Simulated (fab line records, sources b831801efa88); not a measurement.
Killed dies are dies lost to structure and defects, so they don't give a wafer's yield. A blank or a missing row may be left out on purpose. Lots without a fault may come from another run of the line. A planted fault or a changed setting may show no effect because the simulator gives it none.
A struck lot beside a sound one | flow sfq_line | 14 steps out of a route of 325
Sound: wafers L533.2, L533.3, L533.5. Struck: wafer L531.1. (L531.3, L531.5 of the same lot were not struck and are left out.) The cause comes at the end.
At each step with rows: each side's tool, then ch and its chambers, then its first start. Under that, the readings that differ: sound wafers | struck wafers | difference of the means | sigmas: that difference in standard deviations of wafers without a fault.
alike: readings whose means differ by less than 2 such deviations, and words and numbers that are the same on both sides. not compared: withheld readings, readings that some wafer has no value for, bounds like >300 that may hide the same value, and numbers for which the record gives no deviation and whose values overlap.
The two part at a step that has a row with sigmas, a row that says differs or no value, or rows on one side only. Numbers that don't overlap but have no deviation are shown without sigmas and don't part them. A reading that every wafer of one side lacks parts them only if that side has two wafers or more.

first, 6 steps without rows for these wafers: SFQ_TRILAYER_M7_LITHO_COAT_182 (resist thk 62 nm); SFQ_TRILAYER_M7_LITHO_COAT_177 (resist thk 600 nm); SFQ_TRILAYER_M7_LITHO_SOFTBAKE_181; SFQ_TRILAYER_M7_LITHO_EXPOSE_178 (exposes mask M7, target cd 500 nm); SFQ_TRILAYER_M7_LITHO_PEB_180 (peb time 60 s); SFQ_TRILAYER_M7_LITHO_DEVELOP_179 (time 60 s).
SFQ_M7_OVL_MEAS_945:
  sound on overlay-02, day 67 03:17; struck on overlay-02, day 67 00:45
  alike: M7_OVL
SFQ_TRILAYER_M7_BARC_OPEN_METAL_ETCH_229: etches BARC in O2, target depth 125 nm, time 41.7 s.
  sound on rie_metal-01 ch 0,1, day 67 03:19; struck on rie_metal-01 ch 1, day 67 00:47
  alike: drypump_motor_current_A, oes_product_au
  not compared: rf_hours_counter_h
SFQ_TRILAYER_M7_ETCH_METAL_ETCH_180: etches Nb in Cl2/Ar, stops on SiO2, target depth 240 nm, time 120 s.
  sound on rie_metal-01 ch 0,1, day 67 03:22; struck on rie_metal-01 ch 1, day 67 00:50
  alike: drypump_motor_current_A, oes_product_au
  not compared: rf_hours_counter_h
SFQ_TRILAYER_M7_STRIP_STRIP_181: strips in O2.
  sound on rie_metal-01 ch 0,1, day 67 03:29; struck on rie_metal-01 ch 1, day 67 00:58
  alike: drypump_motor_current_A, oes_product_au, platen_temp_c
  not compared: rf_hours_counter_h
then, 1 step without rows for these wafers: SFQ_TRILAYER_M7_STRIP_SOLV_CLEAN_182 (cleans in NMP, time 600 s).
SFQ_TRILAYER_I7_DEP_PECVD_183: deposits SiO2 from SiH4/N2O, time 111.11 s, target thk 500 nm.
  sound on pecvd-01 ch 0,1,2, day 67 04:16; struck on pecvd-04 ch 0, day 67 01:44
  reading                                             | sound             | struck | difference | sigmas
  rf_fwd_power_W (W)                                  | 182.1 182.6 181.6 | 153.9  | -28.2      | -42
  model.SiO2_of_TRILAYER_I7_DEP_PECVD_183.thk_nm (nm) | 497.5 495.4 506.1 | 475.2  | -24.5      |
  alike: heater_power_w, susceptor_temp_C, throttle_valve_pct
SFQ_TRILAYER_I7_CMP_CMP_184: polishes SiO2.
  sound on cmp-01 ch 0,2,3, day 67 06:48; struck on cmp-02 ch 1, day 67 03:25
  reading                | sound       | struck | difference | sigmas
  time_to_endpoint_s (s) | 212 208 220 | 198    | -15        | -2
  alike: motor_current_A
SFQ_I7_BOW_MEAS_946:
  sound on film_metro-03, day 67 09:49; struck on film_metro-02, day 67 05:25
  reading     | sound       | struck | difference | sigmas
  I7_BOW (um) | -16 -16 -18 | 23     | +40        | +4

WHERE THEY PART
First at SFQ_TRILAYER_I7_DEP_PECVD_183; last, within this record, at SFQ_I7_BOW_MEAS_946.

WHY: what the simulator had put in
Process parameter drift: pecvd-04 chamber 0, from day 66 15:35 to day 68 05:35, at SFQ_TRILAYER_I7_DEP_PECVD_183. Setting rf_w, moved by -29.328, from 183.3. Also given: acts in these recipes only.
